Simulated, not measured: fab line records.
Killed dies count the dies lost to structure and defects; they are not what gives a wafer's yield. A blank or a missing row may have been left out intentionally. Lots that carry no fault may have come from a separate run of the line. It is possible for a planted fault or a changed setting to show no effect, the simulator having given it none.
Which tool is to blame? || flow sky130 || 39 wafers from 13 lots sampled at 6 of the route's 708 steps

== WHAT THE GAUGES READ, wafer by wafer ==
SKY_FIELD_ISO_THK_MEAS_04. Usual: for FIELD_ISO_CVD_03_THK the level is 165.2 nm and the standard deviation is 1.4.
{"lot": "L194", "measured": "day 1 18:38", "on": "film metro-03", "FIELD_ISO_CVD_03_THK (nm)": "166.9 166.9 166.3", "flag": ""}
{"lot": "L196", "measured": "day 2 04:29", "on": "film metro-03", "FIELD_ISO_CVD_03_THK (nm)": "167.1 166.9 166.8", "flag": ""}
{"lot": "L198", "measured": "day 2 16:53", "on": "film metro-02", "FIELD_ISO_CVD_03_THK (nm)": "166.2 165.3 165.6", "flag": ""}
{"lot": "L199", "measured": "day 2 19:29", "on": "film metro-02", "FIELD_ISO_CVD_03_THK (nm)": "164.3 163.8 163.8", "flag": ""}
{"lot": "L201", "measured": "day 3 08:20", "on": "film metro-03", "FIELD_ISO_CVD_03_THK (nm)": "163.8 164.6 164.8", "flag": ""}
{"lot": "L204", "measured": "day 3 20:49", "on": "film metro-03", "FIELD_ISO_CVD_03_THK (nm)": "165.0 164.9 164.6", "flag": ""}
{"lot": "L205", "measured": "day 4 03:49", "on": "film metro-02", "FIELD_ISO_CVD_03_THK (nm)": "165.5 163.9 164.2", "flag": ""}
{"lot": "L206", "measured": "day 4 08:01", "on": "film metro-02", "FIELD_ISO_CVD_03_THK (nm)": "165.9 165.6 164.9", "flag": ""}
{"lot": "L207", "measured": "day 4 13:26", "on": "film metro-04", "FIELD_ISO_CVD_03_THK (nm)": "165.0 166.4 164.7", "flag": ""}
{"lot": "L209", "measured": "day 4 22:59", "on": "film metro-04", "FIELD_ISO_CVD_03_THK (nm)": "163.6 163.1 164.5", "flag": ""}
{"lot": "L210", "measured": "day 5 02:29", "on": "film metro-02", "FIELD_ISO_CVD_03_THK (nm)": "166.0 165.1 165.4", "flag": ""}
{"lot": "L212", "measured": "day 5 18:06", "on": "film metro-02", "FIELD_ISO_CVD_03_THK (nm)": "164.5 165.5 163.5", "flag": ""}
{"lot": "L216", "measured": "day 6 13:01", "on": "film metro-03", "FIELD_ISO_CVD_03_THK (nm)": "162.3 162.4 162.1", "flag": ""}

SKY_NWELL_THK_MEAS_02. Usual: for NWELL_OXIDATION_THK the level is 9.90 nm and the standard deviation is 0.15.
{"lot": "L194", "measured": "day 2 17:10", "on": "film metro-04", "NWELL_OXIDATION_THK (nm)": "9.92 10.02 9.97", "flag": ""}
{"lot": "L196", "measured": "day 3 03:47", "on": "film metro-01", "NWELL_OXIDATION_THK (nm)": "9.89 9.92 10.05", "flag": ""}
{"lot": "L198", "measured": "day 3 14:55", "on": "film metro-01", "NWELL_OXIDATION_THK (nm)": "9.93 9.73 9.90", "flag": ""}
{"lot": "L199", "measured": "day 3 20:02", "on": "film metro-04", "NWELL_OXIDATION_THK (nm)": "9.68 9.60 9.83", "flag": ""}
{"lot": "L201", "measured": "day 4 11:07", "on": "film metro-04", "NWELL_OXIDATION_THK (nm)": "10.15 10.05 10.02", "flag": ""}
{"lot": "L204", "measured": "day 4 22:05", "on": "film metro-04", "NWELL_OXIDATION_THK (nm)": "9.92 9.85 9.75", "flag": ""}
{"lot": "L205", "measured": "day 5 02:41", "on": "film metro-04", "NWELL_OXIDATION_THK (nm)": "9.93 9.86 9.84", "flag": ""}
{"lot": "L206", "measured": "day 5 19:38", "on": "film metro-02", "NWELL_OXIDATION_THK (nm)": "9.74 9.80 9.78", "flag": ""}
{"lot": "L207", "measured": "day 6 09:40", "on": "film metro-02", "NWELL_OXIDATION_THK (nm)": "10.03 9.99 10.07", "flag": ""}
{"lot": "L209", "measured": "day 6 20:45", "on": "film metro-01", "NWELL_OXIDATION_THK (nm)": "9.76 9.77 9.78", "flag": ""}
{"lot": "L210", "measured": "day 6 20:45", "on": "film metro-02", "NWELL_OXIDATION_THK (nm)": "9.73 9.72 9.54", "flag": ""}
{"lot": "L212", "measured": "day 7 05:07", "on": "film metro-02", "NWELL_OXIDATION_THK (nm)": "9.72 9.70 9.75", "flag": ""}
{"lot": "L216", "measured": "day 8 04:59", "on": "film metro-02", "NWELL_OXIDATION_THK (nm)": "9.93 10.11 10.14", "flag": ""}

SKY_PWDE_OVL_MEAS_07. Usual: for PWDE_OVL the level is -0.5 nm and the standard deviation is 1.5.
{"lot": "L194", "measured": "day 4 01:26", "on": "overlay-01", "PWDE_OVL (nm)": "-0.1 -0.2 0.7", "flag": ""}
{"lot": "L196", "measured": "day 4 11:14", "on": "overlay-02", "PWDE_OVL (nm)": "-2.4 -2.9 -1.2", "flag": ""}
{"lot": "L198", "measured": "day 4 23:38", "on": "overlay-02", "PWDE_OVL (nm)": "0.9 1.7 2.4", "flag": ""}
{"lot": "L199", "measured": "day 5 05:52", "on": "overlay-01", "PWDE_OVL (nm)": "0.7 0.9 0.4", "flag": ""}
{"lot": "L201", "measured": "day 5 21:44", "on": "overlay-01", "PWDE_OVL (nm)": "0.6 -1.8 -1.0", "flag": ""}
{"lot": "L204", "measured": "day 6 09:32", "on": "overlay-01", "PWDE_OVL (nm)": "-1.7 -1.3 -1.2", "flag": ""}
{"lot": "L205", "measured": "day 6 13:05", "on": "overlay-01", "PWDE_OVL (nm)": "-0.4 -1.1 -0.2", "flag": ""}
{"lot": "L206", "measured": "day 7 06:26", "on": "overlay-02", "PWDE_OVL (nm)": "0.8 0.3 1.5", "flag": ""}
{"lot": "L207", "measured": "day 7 21:41", "on": "overlay-01", "PWDE_OVL (nm)": "- - -", "flag": "OFF"}
{"lot": "L209", "measured": "day 8 10:25", "on": "overlay-01", "PWDE_OVL (nm)": "-0.4 -0.8 -1.3", "flag": ""}
{"lot": "L210", "measured": "day 8 10:46", "on": "overlay-01", "PWDE_OVL (nm)": "-1.2 -0.3 1.3", "flag": ""}
{"lot": "L212", "measured": "day 8 19:20", "on": "overlay-02", "PWDE_OVL (nm)": "-1.0 -0.7 -2.0", "flag": ""}
{"lot": "L216", "measured": "day 9 20:49", "on": "overlay-01", "PWDE_OVL (nm)": "-2.1 -0.6 -0.9", "flag": ""}

SKY_PWDE_TW_MEAS_10. Usual: for PWDE_TW the level is 372.3 and the standard deviation is 2.7.
{"lot": "L194", "measured": "day 4 01:44", "on": "film metro-04", "PWDE_TW": "370.4 373.2 372.5", "flag": ""}
{"lot": "L196", "measured": "day 4 11:31", "on": "film metro-04", "PWDE_TW": "371.7 368.3 372.6", "flag": ""}
{"lot": "L198", "measured": "day 4 23:56", "on": "film metro-04", "PWDE_TW": "370.4 371.8 369.8", "flag": ""}
{"lot": "L199", "measured": "day 5 06:10", "on": "film metro-04", "PWDE_TW": "371.4 369.8 371.1", "flag": ""}
{"lot": "L201", "measured": "day 5 22:01", "on": "film metro-02", "PWDE_TW": "372.2 371.6 369.7", "flag": ""}
{"lot": "L204", "measured": "day 6 09:49", "on": "film metro-01", "PWDE_TW": "375.9 375.6 375.2", "flag": ""}
{"lot": "L205", "measured": "day 6 13:22", "on": "film metro-01", "PWDE_TW": "379.6 376.4 377.7", "flag": ""}
{"lot": "L206", "measured": "day 7 06:43", "on": "film metro-01", "PWDE_TW": "373.2 373.4 372.5", "flag": ""}
{"lot": "L207", "measured": "day 7 22:12", "on": "film metro-02", "PWDE_TW": "29.7 29.9 29.7", "flag": "OFF"}
{"lot": "L209", "measured": "day 8 10:43", "on": "film metro-04", "PWDE_TW": "369.8 371.8 372.0", "flag": ""}
{"lot": "L210", "measured": "day 8 11:04", "on": "film metro-04", "PWDE_TW": "371.3 373.0 373.6", "flag": ""}
{"lot": "L212", "measured": "day 8 19:37", "on": "film metro-01", "PWDE_TW": "377.4 375.3 378.5", "flag": ""}
{"lot": "L216", "measured": "day 9 21:07", "on": "film metro-02", "PWDE_TW": "372.8 372.6 372.3", "flag": ""}

SKY_NWELL_RS_MEAS_31: measures by four-point-probe. Usual: for PWDE_RS the level is 5280 ohm/sq and the standard deviation is 18.
{"lot": "L194", "measured": "day 5 12:29", "on": "film metro-02", "PWDE_RS (ohm/sq)": "5271 5270 5266", "flag": ""}
{"lot": "L196", "measured": "day 5 22:46", "on": "film metro-01", "PWDE_RS (ohm/sq)": "5286 5288 5279", "flag": ""}
{"lot": "L198", "measured": "day 6 10:56", "on": "film metro-04", "PWDE_RS (ohm/sq)": "5264 5267 5270", "flag": ""}
{"lot": "L199", "measured": "day 6 17:53", "on": "film metro-01", "PWDE_RS (ohm/sq)": "5287 5279 5281", "flag": ""}
{"lot": "L201", "measured": "day 7 10:34", "on": "film metro-04", "PWDE_RS (ohm/sq)": "5251 5227 5269", "flag": ""}
{"lot": "L204", "measured": "day 7 22:29", "on": "film metro-01", "PWDE_RS (ohm/sq)": "5265 5263 5267", "flag": ""}
{"lot": "L205", "measured": "day 8 03:04", "on": "film metro-02", "PWDE_RS (ohm/sq)": "5284 5284 5274", "flag": ""}
{"lot": "L206", "measured": "day 8 22:29", "on": "film metro-02", "PWDE_RS (ohm/sq)": "5262 5272 5286", "flag": ""}
{"lot": "L207", "measured": "day 9 15:34", "on": "film metro-04", "PWDE_RS (ohm/sq)": "5309 5295 5280", "flag": ""}
{"lot": "L209", "measured": "day 10 05:26", "on": "film metro-04", "PWDE_RS (ohm/sq)": "5262 5272 5268", "flag": ""}
{"lot": "L210", "measured": "day 10 06:05", "on": "film metro-02", "PWDE_RS (ohm/sq)": "5299 5316 5322", "flag": ""}
{"lot": "L212", "measured": "day 10 16:19", "on": "film metro-01", "PWDE_RS (ohm/sq)": "5261 5268 5255", "flag": ""}
{"lot": "L216", "measured": "day 11 19:44", "on": "film metro-01", "PWDE_RS (ohm/sq)": "5280 5287 5283", "flag": ""}

== EACH LOT AND THE TOOL THAT RAN IT (in order: tool; ch and the chambers of the sampled wafers; start) ==
{"lot": "L194", "SKY_PWDE_EXPOSE_04": "iline stepper-01 ch 0, day 3 17:35"}
{"lot": "L196", "SKY_PWDE_EXPOSE_04": "iline stepper-02 ch 0, day 4 03:08"}
{"lot": "L198", "SKY_PWDE_EXPOSE_04": "iline stepper-01 ch 0, day 4 15:27"}
{"lot": "L199", "SKY_PWDE_EXPOSE_04": "iline stepper-01 ch 0, day 4 21:17"}
{"lot": "L201", "SKY_PWDE_EXPOSE_04": "iline stepper-01 ch 0, day 5 12:47"}
{"lot": "L204", "SKY_PWDE_EXPOSE_04": "iline stepper-02 ch 0, day 6 00:46"}
{"lot": "L205", "SKY_PWDE_EXPOSE_04": "iline stepper-01 ch 0, day 6 05:04"}
{"lot": "L206", "SKY_PWDE_EXPOSE_04": "iline stepper-02 ch 0, day 6 21:49"}
{"lot": "L207", "SKY_PWDE_EXPOSE_04": "iline stepper-02 ch 0, day 7 13:05"}
{"lot": "L209", "SKY_PWDE_EXPOSE_04": "iline stepper-02 ch 0, day 8 01:01"}
{"lot": "L210", "SKY_PWDE_EXPOSE_04": "iline stepper-01 ch 0, day 8 01:16"}
{"lot": "L212", "SKY_PWDE_EXPOSE_04": "iline stepper-02 ch 0, day 8 09:35"}
{"lot": "L216", "SKY_PWDE_EXPOSE_04": "iline stepper-01 ch 0, day 9 10:44"}
- SKY_PWDE_EXPOSE_04: exposes mask PWDEM, target cd 840 nm.

== WHAT THE TOOLS THEMSELVES READ (means of the sampled wafers that have a number; where no wafer has one, the mark that the record gives instead) ==
The record holds no such reading with a usual standard deviation.

== THE ANSWER, worked out from the rows above alone ==
Rule: a lot counts as off when the mean over its wafers that have a number is more than 3 standard deviations away from the usual mean. A lot without any number at a reading at which 4 lots or more have one is off too. All remaining lots with rows at the step are treated as sound. After the gauges, taken in route order, come the tools' own readings; for these a lot's mean is taken, as printed above. The first step at which some lot is off is used, and at that step the reading that is off furthest; a lot without a number counts as furthest.
Off: L207, at SKY_PWDE_OVL_MEAS_07 (PWDE_OVL). Without a number there: L207.
A tool fits if, at a process step before that reading, it ran every lot that is off, and no sound lot after the first of them. Not tried: the gauges at SKY_PWDE_OVL_MEAS_07; whatever is off there is also off at SKY_PWDE_TW_MEAS_10, on other tools, and gauge error can't account for it. None of those tried fits.

== WHAT THE SIMULATOR HAD PUT IN ==
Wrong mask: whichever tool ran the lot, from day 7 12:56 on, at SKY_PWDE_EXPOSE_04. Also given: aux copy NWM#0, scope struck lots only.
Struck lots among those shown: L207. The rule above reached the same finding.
